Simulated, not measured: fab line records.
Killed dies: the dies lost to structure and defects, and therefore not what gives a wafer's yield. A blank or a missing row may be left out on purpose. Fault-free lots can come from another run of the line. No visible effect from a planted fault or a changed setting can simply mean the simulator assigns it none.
fab line records	flow gf180mcu	part 1 of 2: steps 1 to 27 of 40
record: lots: 5	wafers: 15	lastDay: 34
route steps=602 shown MIM@510 M5@526 V5@540
lots that met no fault: from a run of the same line without faults
startH: hours from the record's opening day to when the first of the lot's shown wafers began	waitH: how many hours have passed since the lot's step before this one	" identical to the entry in the row above	L1.1+2: a row that stands for several wafers	- value missing, or start not given	* or withheld: withheld	< > ~ a bound
route shown NAME@n: a module of which the file shows steps, and the number in the route of the first	usual: the fault-free wafers' mean and standard deviation	same: alike in all rows	chamber/n: place in a boat	sites: each site's reading	_std_site: how widely they spread, as a standard deviation	_edge_site: inner sites' mean taken away from outer sites' mean	radiusMm: how far each site lies from the wafer's centre	mask NAME#n: copy n	behind: tool/chamber where the wafer was last shaped	hold: the reason the lot was held/the length of the hold in hours/how it ended	device: whichever transistor did not switch (one of n, p or np)	end of line: tests of these same wafers at the route's end	a step with no rows: only its recipe	killed: not the wafer's yield, but the dies lost to structure and defects at the first sort	map: per-die view of a wafer (x killed, . not killed, _ where there is no die)
set.NAME: the run value of the setting; set.NAME@STEP: its run value at that earlier step	model.NAME: the simulator's own value behind a step, which no gauge read
certain route steps with their lots: each step a table, each wafer a row
services: the hour from which a tool's chamber was out of use, counted from the record's first day as startH (under 0 if before that day), plus the number of hours and why
== steps ==
step: GF_MIM_SPUTTER_07
recipe: material: TiN	targetThkNm: 60	powerW: 6500	timeS: 50	chamberPressurePa: 0.4
usual: chamberPressurePa: 0.4001/0.0008	throttleValvePct: 30.1/0.63
lot.wafer	tool	chamber	startH	waitH	chamberPressurePa	throttleValvePct
L076.3	pvdSputter-04	-	592.45	0.0	0.4005	29.8
L076.5	"	-	"	"	0.4010	30.3
L076.6	"	-	"	"	0.4012	29.7
L081.1	pvdSputter-03	-	625.35	0.1	0.4013	30.1
L081.2	"	-	"	"	0.4004	30.0
L081.6	"	-	"	"	0.3997	30.1
L087.2	pvdSputter-01	-	669.75	0.0	0.3982	30.5
L087.3	"	-	"	"	0.4001	29.9
L087.4	"	-	"	"	0.4015	30.6
L088.3	pvdSputter-03	-	675.40	0.0	0.3991	30.3
L088.4	"	-	"	"	0.3985	28.2
L088.6	"	-	"	"	0.4004	30.1
L096.2	pvdSputter-03	-	724.28	0.0	0.4008	29.9
L096.3	"	-	"	"	0.4009	29.7
L096.5	"	-	"	"	0.4006	29.8
step: GF_MIM_SPUTTER_08
recipe: material: AlCu	targetThkNm: 200	powerW: 10600	timeS: 10.6	chamberPressurePa: 0.4
usual: chamberPressurePa: 0.4000/0.00076	throttleValvePct: 30.1/0.6
lot.wafer	tool	chamber	startH	waitH	chamberPressurePa	throttleValvePct
L076.3	pvdSputter-04	-	592.49	0.0	0.3998	29.8
L076.5	"	-	"	"	0.3999	30.1
L076.6	"	-	"	"	0.3994	29.3
L081.1	pvdSputter-03	-	625.39	0.0	0.3986	29.9
L081.2	"	-	"	"	0.3999	29.6
L081.6	"	-	"	"	0.3991	30.3
L087.2	pvdSputter-01	-	669.80	0.0	0.4014	30.2
L087.3	"	-	"	"	0.4010	30.4
L087.4	"	-	"	"	0.3992	30.4
L088.3	pvdSputter-03	-	675.45	0.0	0.3997	30.6
L088.4	"	-	"	"	0.3999	28.5
L088.6	"	-	"	"	0.3997	29.9
L096.2	pvdSputter-03	-	724.32	0.0	0.4006	30.2
L096.3	"	-	"	"	0.3999	29.7
L096.5	"	-	"	"	0.3998	29.4
step: GF_MIM_SPUTTER_09
recipe: material: TiN	targetThkNm: 35	powerW: 6500	timeS: 29.2	chamberPressurePa: 0.4
usual: chamberPressurePa: 0.4000/0.00079	throttleValvePct: 30.1/0.63
lot.wafer	tool	chamber	startH	waitH	chamberPressurePa	throttleValvePct
L076.3	pvdSputter-04	-	592.52	0.0	0.4005	29.7
L076.5	"	-	"	"	0.3995	30.2
L076.6	"	-	"	"	0.4018	29.6
L081.1	pvdSputter-03	-	625.42	0.0	0.4004	30.1
L081.2	"	-	"	"	0.3995	29.7
L081.6	"	-	"	"	0.4005	30.1
L087.2	pvdSputter-01	-	669.82	0.0	0.4011	30.4
L087.3	"	-	"	"	0.3995	30.2
L087.4	"	-	"	"	0.4000	30.4
L088.3	pvdSputter-03	-	675.47	0.0	0.3999	30.5
L088.4	"	-	"	"	0.3999	28.3
L088.6	"	-	"	"	0.4002	30.0
L096.2	pvdSputter-03	-	724.34	0.0	0.4007	30.1
L096.3	"	-	"	"	0.3994	29.6
L096.5	"	-	"	"	0.3992	29.8
step: GF_MIM_RS_MEAS_10
recipe: thkMeasGauge: four-point-probe	reads: TiN_of_MIM_SPUTTER_09+AlCu_of_MIM_SPUTTER_08+TiN_of_MIM_SPUTTER_07
usual: MIM_ALCU_RS: 0.1608/0.0025
lot.wafer	tool	chamber	startH	waitH	MIM_ALCU_RS[ohm/sq]
L076.3	filmMetro-04	-	592.59	0.1	0.1648
L076.5	"	-	"	"	0.1595
L076.6	"	-	"	"	0.1662
L081.1	filmMetro-04	-	625.45	0.0	0.1597
L081.2	"	-	"	"	0.1597
L081.6	"	-	"	"	0.1618
L087.2	filmMetro-04	-	669.87	0.0	0.1557
L087.3	"	-	"	"	0.1581
L087.4	"	-	"	"	0.1616
L088.3	filmMetro-01	-	675.54	0.1	0.1615
L088.4	"	-	"	"	0.1635
L088.6	"	-	"	"	0.1608
L096.2	filmMetro-03	-	724.40	0.0	0.1595
L096.3	"	-	"	"	0.1600
L096.5	"	-	"	"	0.1580
step: GF_MIM_THK_MEAS_11
recipe: thkMeasGauge: xrf	reads: AlCu_of_MIM_SPUTTER_08
usual: MIM_ALCU_THK: 202/3.3
lot.wafer	tool	chamber	startH	waitH	MIM_ALCU_THK[nm]
L076.3	filmMetro-04	-	592.69	0.1	196
L076.5	"	-	"	"	203
L076.6	"	-	"	"	196
L081.1	filmMetro-04	-	625.57	0.1	202
L081.2	"	-	"	"	204
L081.6	"	-	"	"	201
L087.2	filmMetro-04	-	669.98	0.1	208
L087.3	"	-	"	"	205
L087.4	"	-	"	"	202
L088.3	filmMetro-01	-	675.64	0.1	202
L088.4	"	-	"	"	198
L088.6	"	-	"	"	203
L096.2	filmMetro-03	-	724.51	0.1	204
L096.3	"	-	"	"	203
L096.5	"	-	"	"	207
step: GF_MIM_DEHYDRATE_12
recipe: tempC: 200	timeS: 60
usual: plateTempC: 199.99/0.18
lot.wafer	tool	chamber	startH	waitH	plateTempC
L076.3	lithoTrack-02	0	602.77	10.1	200.21
L076.5	"	0	"	"	199.94
L076.6	"	0	"	"	200.00
L081.1	lithoTrack-02	0	635.02	9.4	199.99
L081.2	"	0	"	"	199.78
L081.6	"	0	"	"	200.03
L087.2	lithoTrack-01	0	678.72	8.7	199.98
L087.3	"	0	"	"	199.96
L087.4	"	0	"	"	200.19
L088.3	lithoTrack-03	0	684.49	8.8	199.80
L088.4	"	0	"	"	199.91
L088.6	"	0	"	"	200.01
L096.2	lithoTrack-01	0	732.87	8.4	199.91
L096.3	"	0	"	"	200.19
L096.5	"	0	"	"	199.95
step: GF_MIM_HMDS_13
recipe: primeTimeS: 60	primeTempC: 120
lot.wafer	tool	chamber	startH	waitH
L076.3+5+6	lithoTrack-02	0	602.92	0.1
L081.1+2+6	lithoTrack-02	0	635.17	0.1
L087.2+3+4	lithoTrack-01	0	678.87	0.1
L088.3+4+6	lithoTrack-03	0	684.64	0.1
L096.2+3+5	lithoTrack-01	0	733.02	0.1
step: GF_MIM_COAT_14
recipe: resist: NOVOLAK	spinRpm: 3000	resistThkNm: 1000
lot.wafer	tool	chamber	startH	waitH
L076.3+5+6	lithoTrack-02	0	603.07	0.1
L081.1+2+6	lithoTrack-02	0	635.32	0.1
L087.2+3+4	lithoTrack-01	0	679.02	0.1
L088.3+4+6	lithoTrack-03	0	684.79	0.1
L096.2+3+5	lithoTrack-01	0	733.17	0.1
step: GF_MIM_SOFTBAKE_15
recipe: tempC: 90	timeS: 60	resist: NOVOLAK
usual: plateTempC: 89.98/0.12
lot.wafer	tool	chamber	startH	waitH	plateTempC
L076.3	lithoTrack-02	0	603.22	0.1	89.95
L076.5	"	0	"	"	89.81
L076.6	"	0	"	"	89.86
L081.1	lithoTrack-02	0	635.47	0.1	90.08
L081.2	"	0	"	"	89.89
L081.6	"	0	"	"	90.06
L087.2	lithoTrack-01	0	679.17	0.1	90.01
L087.3	"	0	"	"	90.01
L087.4	"	0	"	"	90.06
L088.3	lithoTrack-03	0	684.94	0.1	89.76
L088.4	"	0	"	"	89.80
L088.6	"	0	"	"	90.01
L096.2	lithoTrack-01	0	733.32	0.1	89.85
L096.3	"	0	"	"	89.83
L096.5	"	0	"	"	90.00
step: GF_MIM_EXPOSE_16
recipe: maskId: FuseTop	targetCdNm: 2000	na: 0.6	sourceShape: conventional	sigmaOuter: 0.6	doseMj: 140
lot.wafer	tool	chamber	startH	waitH	mask
L076.3+5+6	ilineStepper-02	0	-	-	FuseTop#0
L081.1+2+6	ilineStepper-02	0	-	-	FuseTop#0
L087.2+3+4	ilineStepper-02	0	-	-	FuseTop#0
L088.3+4+6	ilineStepper-02	0	-	-	FuseTop#0
L096.2+3+5	ilineStepper-02	0	-	-	FuseTop#0
step: GF_MIM_PEB_17
recipe: tempC: withheld	timeS: *	resist: NOVOLAK
lot.wafer	tool	chamber	startH	waitH
L076.3+5+6	lithoTrack-01	0	-	-
L081.1+2+6	lithoTrack-02	0	-	-
L087.2+3+4	lithoTrack-02	0	-	-
L088.3+4+6	lithoTrack-02	0	-	-
L096.2+3+5	lithoTrack-02	0	-	-
step: GF_MIM_DEVELOP_18
recipe: developTimeS: 60	devTempC: 23
lot.wafer	tool	chamber	startH	waitH
L076.3+5+6	lithoTrack-01	0	613.29	0.1
L081.1+2+6	lithoTrack-02	0	645.12	0.1
L087.2+3+4	lithoTrack-02	0	688.79	0.1
L088.3+4+6	lithoTrack-02	0	693.92	0.1
L096.2+3+5	lithoTrack-02	0	741.94	0.1
step: GF_MIM_METAL_ETCH_19
recipe: chemistry: Cl2/BCl3	maskMaterial: NOVOLAK	stopOn: Si3N4	targetDepthNm: 324.5	pressureMtorr: 8	icpW: 800	biasW: 140	Cl2_flow_sccm: 80	bcl3FlowSccm: 40	timeS: 54.1
usual: drypumpMotorCurrentA: 5.8/0.51	mfcCl2Sccm: 80.00/0.26	oesProductAu: 0.941/0.0081	throttleValvePct: 28.283/0.01
lot.wafer	tool	chamber	startH	waitH	drypumpMotorCurrentA	mfcCl2Sccm	oesProductAu	rfHoursCounterH	throttleValvePct
L076.3	rieMetal-01	1	613.42	0.1	6.5	79.62	0.935	-	28.293
L076.5	"	1	"	"	6.5	79.93	0.942	-	28.294
L076.6	"	0	"	"	5.1	80.29	0.925	-	28.297
L081.1	rieMetal-01	1	645.27	0.1	6.5	80.11	0.946	6	28.287
L081.2	"	0	"	"	5.2	79.59	0.942	2	28.268
L081.6	"	0	"	"	5.1	80.14	0.934	-	28.272
L087.2	rieMetal-03	1	688.92	0.1	5.9	80.49	0.963	5	28.283
L087.3	"	0	"	"	5.5	80.09	0.950	-	28.273
L087.4	"	1	"	"	5.9	80.11	0.934	-	28.279
L088.3	rieMetal-02	0	694.04	0.1	5.4	80.18	0.930	-	28.279
L088.4	"	1	"	"	5.9	80.35	0.933	-	28.265
L088.6	"	0	"	"	5.4	79.80	0.938	-	28.288
L096.2	rieMetal-02	1	742.09	0.1	5.9	80.11	0.940	-	28.276
L096.3	"	1	"	"	5.9	80.24	0.944	-	28.271
L096.5	"	1	"	"	5.9	80.40	0.956	-	28.284
step: GF_MIM_STRIP_20
recipe: chemistry: O2/N2	powerW: 1400	pressureMtorr: 1500	platenTempC: 250	o2FlowSccm: 3000	n2FlowSccm: 300	overashFraction: 0.5
usual: drypumpMotorCurrentA: 6.0/0.54	heaterPowerW: 331/29	oesProductAu: 0.692/0.005	stripTimeToEndpointS: 11.23/0.037
lot.wafer	tool	chamber	startH	waitH	drypumpMotorCurrentA	heaterPowerW	oesProductAu	rfHoursCounterH	stripTimeToEndpointS
L076.3	plasmaAsher-02	0	613.50	0.1	5.3	332	0.696	-	11.22
L076.5	"	1	"	"	6.6	299	0.684	-	11.24
L076.6	"	0	"	"	5.3	337	0.687	-	11.23
L081.1	plasmaAsher-01	0	645.34	0.0	6.0	288	0.701	22	11.26
L081.2	"	1	"	"	5.6	354	0.692	22	11.27
L081.6	"	1	"	"	5.6	362	0.699	-	11.26
L087.2	plasmaAsher-03	0	688.99	0.0	6.8	360	0.699	92	11.25
L087.3	"	1	"	"	5.9	364	0.691	-	11.22
L087.4	"	0	"	"	6.8	350	0.699	-	11.25
L088.3	plasmaAsher-02	0	694.12	0.1	5.3	326	0.697	-	11.25
L088.4	"	1	"	"	6.5	304	0.693	-	11.17
L088.6	"	0	"	"	5.3	340	0.695	-	11.28
L096.2	plasmaAsher-01	1	742.21	0.1	5.6	367	0.690	32	11.19
L096.3	"	1	"	"	5.6	362	0.695	-	11.22
L096.5	"	0	"	"	6.0	288	0.687	-	11.16
step: GF_MIM_STRIP_21
recipe: chemistry: postEtchResidueRemover	timeS: 1200	tempC: 72.5
lot.wafer	tool	chamber	startH	waitH
L076.3+5+6	wetBench-02	3	613.56	0.0
L081.1+2+6	wetBench-01	2	645.44	0.1
L087.2+3+4	wetBench-04	3	689.09	0.1
L088.3+4+6	wetBench-04	0	694.19	0.0
L096.2+3+5	wetBench-04	3	742.31	0.1
step: GF_MIM_CLEAN_22
recipe: chemistry: DIW	dry: n2Spin
lot.wafer	tool	chamber	startH	waitH
L076.3+5+6	wetBench-04	2	613.91	0.0
L081.1+2+6	wetBench-02	3	645.78	0.0
L087.2+3+4	wetBench-02	2	689.43	0.0
L088.3+4+6	wetBench-02	2	694.56	0.0
L096.2+3+5	wetBench-02	3	742.65	0.0
step: GF_M5_DEHYDRATE_00
recipe: tempC: 200	timeS: 60
usual: plateTempC: 199.99/0.17
lot.wafer	tool	chamber	startH	waitH	plateTempC
L076.3	lithoTrack-03	0	623.99	10.0	199.91
L076.5	"	0	"	"	199.82
L076.6	"	0	"	"	200.03
L081.1	lithoTrack-04	0	655.11	9.2	200.05
L081.2	"	0	"	"	200.26
L081.6	"	0	"	"	200.43
L087.2	lithoTrack-01	0	698.32	8.8	199.99
L087.3	"	0	"	"	199.80
L087.4	"	0	"	"	200.04
L088.3	lithoTrack-01	0	703.49	8.8	199.98
L088.4	"	0	"	"	199.91
L088.6	"	0	"	"	199.89
L096.2	lithoTrack-03	0	750.01	7.3	200.09
L096.3	"	0	"	"	200.09
L096.5	"	0	"	"	200.11
step: GF_M5_HMDS_01
recipe: primeTimeS: 60	primeTempC: 120
lot.wafer	tool	chamber	startH	waitH
L076.3+5+6	lithoTrack-03	0	624.14	0.1
L081.1+2+6	lithoTrack-04	0	655.26	0.1
L087.2+3+4	lithoTrack-01	0	698.47	0.1
L088.3+4+6	lithoTrack-01	0	703.64	0.1
L096.2+3+5	lithoTrack-03	0	750.16	0.1
step: GF_M5_COAT_02
recipe: resist: KrF	spinRpm: withheld	resistThkNm: 1000
lot.wafer	tool	chamber	startH	waitH
L076.3+5+6	lithoTrack-03	0	624.29	0.1
L081.1+2+6	lithoTrack-04	0	655.41	0.1
L087.2+3+4	lithoTrack-01	0	698.62	0.1
L088.3+4+6	lithoTrack-01	0	703.79	0.1
L096.2+3+5	lithoTrack-03	0	750.31	0.1
step: GF_M5_SOFTBAKE_03
recipe: tempC: 130	timeS: 60	resist: KrF
usual: plateTempC: 130.02/0.12
lot.wafer	tool	chamber	startH	waitH	plateTempC
L076.3	lithoTrack-03	0	624.44	0.1	129.92
L076.5	"	0	"	"	130.10
L076.6	"	0	"	"	129.97
L081.1	lithoTrack-04	0	655.56	0.1	129.94
L081.2	"	0	"	"	129.97
L081.6	"	0	"	"	129.98
L087.2	lithoTrack-01	0	698.77	0.1	129.86
L087.3	"	0	"	"	130.18
L087.4	"	0	"	"	130.12
L088.3	lithoTrack-01	0	703.94	0.1	129.88
L088.4	"	0	"	"	129.88
L088.6	"	0	"	"	129.82
L096.2	lithoTrack-03	0	750.46	0.1	130.12
L096.3	"	0	"	"	130.05
L096.5	"	0	"	"	130.10
step: GF_M5_EXPOSE_04
recipe: maskId: Metal5	targetCdNm: 280	na: 0.68	sourceShape: conventional	sigmaOuter: 0.6	doseMj: 28
lot.wafer	tool	chamber	startH	waitH	mask
L076.3+5+6	krfScanner-02	0	-	-	Metal5#0
L081.1+2+6	krfScanner-02	0	-	-	Metal5#0
L087.2+3+4	krfScanner-02	0	-	-	Metal5#0
L088.3+4+6	krfScanner-01	0	-	-	Metal5#0
L096.2+3+5	krfScanner-02	0	-	-	Metal5#0
step: GF_M5_PEB_05
recipe: pebTempC: 135	pebTimeS: 90	resist: KrF
usual: plateTempC: 134.99/0.14
lot.wafer	tool	chamber	startH	waitH	plateTempC
L076.3	lithoTrack-03	0	-	-	134.72
L076.5	"	0	"	"	134.93
L076.6	"	0	"	"	134.64
L081.1	lithoTrack-01	0	-	-	134.98
L081.2	"	0	"	"	134.96
L081.6	"	0	"	"	135.09
L087.2	lithoTrack-03	0	-	-	134.89
L087.3	"	0	"	"	134.98
L087.4	"	0	"	"	135.10
L088.3	lithoTrack-01	0	-	-	134.90
L088.4	"	0	"	"	134.96
L088.6	"	0	"	"	135.03
L096.2	lithoTrack-04	0	-	-	134.95
L096.3	"	0	"	"	134.84
L096.5	"	0	"	"	135.09
step: GF_M5_DEVELOP_06
recipe: developTimeS: 60	devTempC: 21
lot.wafer	tool	chamber	startH	waitH
L076.3+5+6	lithoTrack-03	0	633.89	0.1
L081.1+2+6	lithoTrack-01	0	665.44	0.2
L087.2+3+4	lithoTrack-03	0	707.71	0.2
L088.3+4+6	lithoTrack-01	0	712.24	0.1
L096.2+3+5	lithoTrack-04	0	758.68	0.2
step: GF_M5_CD_MEAS_07
recipe: targetCdNm: 280
usual: cdNm: 279.4/1.3
lot.wafer	tool	chamber	startH	waitH	cdNm
L076.3	cdSem-02	-	634.03	0.1	277.2
L076.5	"	-	"	"	277.6
L076.6	"	-	"	"	276.8
L081.1	cdSem-01	-	665.59	0.1	278.4
L081.2	"	-	"	"	278.4
L081.6	"	-	"	"	278.3
L087.2	cdSem-01	-	707.86	0.1	282.0
L087.3	"	-	"	"	280.2
L087.4	"	-	"	"	281.5
L088.3	cdSem-02	-	712.38	0.1	279.7
L088.4	"	-	"	"	279.2
L088.6	"	-	"	"	279.8
L096.2	cdSem-02	-	758.83	0.1	279.4
L096.3	"	-	"	"	278.6
L096.5	"	-	"	"	279.4
step: GF_M5_OVL_MEAS_08
usual: M5_OVL: 0/5.5
lot.wafer	tool	chamber	startH	waitH	M5_OVL[nm]
L076.3	overlay-02	-	634.12	0.1	2
L076.5	"	-	"	"	-1
L076.6	"	-	"	"	8
L081.1	overlay-02	-	665.71	0.1	7
L081.2	"	-	"	"	2
L081.6	"	-	"	"	7
L087.2	overlay-02	-	707.96	0.1	2
L087.3	"	-	"	"	9
L087.4	"	-	"	"	6
L088.3	overlay-01	-	712.48	0.1	-4
L088.4	"	-	"	"	1
L088.6	"	-	"	"	-2
L096.2	overlay-01	-	758.93	0.1	-2
L096.3	"	-	"	"	-2
L096.5	"	-	"	"	-5
step: GF_M5_ETCH_09
recipe: chemistry: CF4/O2	target: Si3N4	targetDepthNm: 52	sourceW: 800	biasW: 150	pressureMtorr: 150	cf4FlowSccm: 80	O2_flow_sccm: 10	timeS: 11.6
usual: drypumpMotorCurrentA: 5.9/0.35	oesProductAu: 1.000/0.014	throttleValvePct: 5.971/0.0098
lot.wafer	tool	chamber	startH	waitH	drypumpMotorCurrentA	oesProductAu	rfHoursCounterH	throttleValvePct
L076.3	rieDiel-04	2	634.14	0.0	6.5	1.010	2	5.964
L076.5	"	1	"	"	6.1	1.003	-	5.963
L076.6	"	0	"	"	5.6	0.972	-	5.954
L081.1	rieDiel-04	1	665.75	0.0	6.2	1.006	50	5.970
L081.2	"	2	"	"	6.5	1.018	3	5.975
L081.6	"	3	"	"	5.4	1.000	-	5.981
L087.2	rieDiel-03	3	707.99	0.0	5.4	1.012	4	5.965
L087.3	"	2	"	"	5.8	0.996	13	5.973
L087.4	"	1	"	"	5.7	1.023	26	5.977
L088.3	rieDiel-02	3	712.50	0.0	6.0	1.019	11	5.976
L088.4	"	0	"	"	5.9	0.975	17	5.969
L088.6	"	0	"	"	5.8	0.992	-	5.945
L096.2	rieDiel-03	3	758.96	0.0	5.4	1.002	6	5.982
L096.3	"	0	"	"	5.9	0.976	15	5.959
L096.5	"	2	"	"	5.8	0.993	-	5.978
step: GF_M5_METAL_ETCH_10
recipe: chemistry: Cl2/BCl3	maskMaterial: KrF	targetDepthNm: 627.5	stopOn: SiO2	pressureMtorr: 8	icpW: 800	biasW: 140	Cl2_flow_sccm: 80	bcl3FlowSccm: 40	timeS: 104.6
usual: drypumpMotorCurrentA: 5.68/0.25	mfcCl2Sccm: 80.03/0.23	oesProductAu: 0.972/0.0071	throttleValvePct: 28.250/0.011
lot.wafer	tool	chamber	startH	waitH	drypumpMotorCurrentA	mfcCl2Sccm	oesProductAu	rfHoursCounterH	throttleValvePct
L076.3	rieMetal-04	0	634.20	0.0	5.85	80.16	0.960	-	28.274
L076.5	"	0	"	"	5.87	80.01	0.976	-	28.251
L076.6	"	1	"	"	5.32	79.86	0.970	-	28.258
L081.1	rieMetal-03	0	665.77	0.0	5.47	79.78	0.965	11	28.250
L081.2	"	1	"	"	5.91	80.51	0.960	5	28.260
L081.6	"	1	"	"	5.93	80.29	0.976	-	28.243
L087.2	rieMetal-03	1	708.02	0.0	5.89	80.18	0.968	6	28.254
L087.3	"	1	"	"	5.91	79.90	0.967	-	28.247
L087.4	"	0	"	"	5.45	80.41	0.970	-	28.244
L088.3	rieMetal-03	0	712.56	0.0	5.45	79.89	0.970	-	28.243
L088.4	"	1	"	"	5.91	80.19	0.969	-	28.255
L088.6	"	0	"	"	5.45	79.62	0.977	-	28.254
L096.2	rieMetal-02	1	759.02	0.0	5.93	80.27	0.986	-	28.254
L096.3	"	1	"	"	5.94	79.66	0.971	-	28.249
L096.5	"	1	"	"	5.93	79.84	0.978	-	28.240
